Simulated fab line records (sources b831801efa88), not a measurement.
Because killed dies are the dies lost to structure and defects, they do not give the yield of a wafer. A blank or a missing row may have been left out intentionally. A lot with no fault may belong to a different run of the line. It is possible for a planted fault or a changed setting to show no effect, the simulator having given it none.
Matching of chambers / flow sfq line / SFQ_TRILAYER_I4_CMP_CMP_100 on cmp-01 has 4 sister chambers
The step polishes SiO2. 8 wafers are shown with their chamber, then 8 later ones without.

WAFERS, EACH WITH ITS CHAMBER
wafer=L436.4; chamber=3; motor current A (A)=9.5; time to endpoint s (s)=209
wafer=L438.2; chamber=1; motor current A (A)=10.9; time to endpoint s (s)=223
wafer=L438.1; chamber=0; motor current A (A)=9.8; time to endpoint s (s)=209
wafer=L438.6; chamber=2; motor current A (A)=10.3; time to endpoint s (s)=222
wafer=L441.1; chamber=2; motor current A (A)=9.6; time to endpoint s (s)=218
wafer=L441.3; chamber=1; motor current A (A)=11.3; time to endpoint s (s)=218
wafer=L441.4; chamber=3; motor current A (A)=9.2; time to endpoint s (s)=214
wafer=L450.3; chamber=0; motor current A (A)=9.9; time to endpoint s (s)=199

WAFERS WITH NO CHAMBER GIVEN
wafer=L450.1; motor current A (A)=9.5; time to endpoint s (s)=204
wafer=L450.6; motor current A (A)=9.4; time to endpoint s (s)=204
wafer=L451.1; motor current A (A)=10.0; time to endpoint s (s)=191
wafer=L451.3; motor current A (A)=9.9; time to endpoint s (s)=207
wafer=L451.5; motor current A (A)=10.3; time to endpoint s (s)=211
wafer=L453.1; motor current A (A)=10.3; time to endpoint s (s)=209
wafer=L453.3; motor current A (A)=9.8; time to endpoint s (s)=215
wafer=L453.6; motor current A (A)=9.5; time to endpoint s (s)=205

CHAMBER TAKEN BY EACH
wafer=L450.1; from the rows above=can't be placed: 0 or 3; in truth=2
wafer=L450.6; from the rows above=can't be placed: 0 or 3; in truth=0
wafer=L451.1; from the rows above=0; in truth=0
wafer=L451.3; from the rows above=can't be placed: 0 or 3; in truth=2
wafer=L451.5; from the rows above=can't be placed: 0 or 2 or 3 or 1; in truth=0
wafer=L453.1; from the rows above=can't be placed: 0 or 2 or 3 or 1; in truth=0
wafer=L453.3; from the rows above=can't be placed: 2 or 3 or 0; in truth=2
wafer=L453.6; from the rows above=can't be placed: 0 or 3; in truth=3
Correct placement for 1 of the 8. Not placeable from these rows: 7 (in 5, the candidates include the true chamber). Wrongly placed: 0.
How it was worked out, from the rows above alone: a wafer's distance from a chamber is the root of the sum, over the readings, of the square of ((its reading less the chamber's mean) divided by the reading's scatter). The wafer belongs to the nearest chamber; if the next one is less than 2 further off, it can't be placed. A chamber's mean is the mean of its shown wafers. The scatter is the square root of a quotient: the sum, over the shown wafers, of each reading's squared deviation from its chamber's mean, divided by wafers minus chambers.
